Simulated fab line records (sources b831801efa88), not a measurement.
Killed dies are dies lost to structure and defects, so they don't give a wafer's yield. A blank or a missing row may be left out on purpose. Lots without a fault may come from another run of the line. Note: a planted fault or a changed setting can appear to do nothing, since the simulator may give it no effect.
Which of the tools did it? -- flow sfq_line -- 7 lots with 21 wafers sampled at 2 steps, on a route of 325 steps

## WHAT EACH GAUGE READ, for each wafer
SFQ_M4_RS_MEAS_924: measurement is done with a four-point probe.
lot,measured,on,M4_NB_RS (ohm/sq)
L851,day 30 20:29,film_metro-02,0.901 0.898 0.900
L854,day 32 01:24,film_metro-04,0.885 0.889 0.890
L858,day 35 14:43,film_metro-03,0.898 0.899 0.894
L863,day 37 17:05,film_metro-02,0.494 0.499 0.497
L867,day 40 08:29,film_metro-04,0.886 0.882 0.879
L870,day 41 01:16,film_metro-04,0.896 0.890 0.892
L872,day 41 09:39,film_metro-02,0.888 0.893 0.900

## WHAT TOOL EACH LOT RAN ON (gives the tool, then ch and the chambers of the sampled wafers, and finally the start)
lot,SFQ_TRILAYER_M4_DEP_SPUTTER_091
L851,"pvd_sputter-06, day 30 20:23"
L854,"pvd_sputter-05, day 32 01:17"
L858,"pvd_sputter-04, day 35 14:35"
L863,"pvd_sputter-05, day 37 16:59"
L867,"pvd_sputter-05, day 40 08:21"
L870,"pvd_sputter-05, day 41 01:09"
L872,"pvd_sputter-04, day 41 09:33"
- SFQ_TRILAYER_M4_DEP_SPUTTER_091: material Nb, target thk 200 nm, time 133.3 s.

## THE ANSWER, worked out from the rows above alone
Rule: usual is defined by the lots themselves. The widest of any qualifying gaps counts: lots, ordered by their means at a reading, are off when they make up no more than a third of the lots, leave a main group of 4 or more, and stand apart from it by 3 or more times the standard deviation of that group's means. The tables above print the reading to a certain number of digits; a main group whose means all agree to those digits is not used. Also off: a lot with no number at a reading for which 4 or more lots have one. Any other lot the step has rows for is counted as sound.
Off: at SFQ_M4_RS_MEAS_924 (M4_NB_RS), L863. Main group: mean 0.892 ohm/sq, sd 0.0057.
A tool fits if, at a process step before that reading, it ran every lot that is off, and no sound lot after the first of them. Gauges at SFQ_M4_RS_MEAS_924: tried the same way as those tools. Of those tried, none fits.

## WHAT THE SIMULATOR HAD PUT IN
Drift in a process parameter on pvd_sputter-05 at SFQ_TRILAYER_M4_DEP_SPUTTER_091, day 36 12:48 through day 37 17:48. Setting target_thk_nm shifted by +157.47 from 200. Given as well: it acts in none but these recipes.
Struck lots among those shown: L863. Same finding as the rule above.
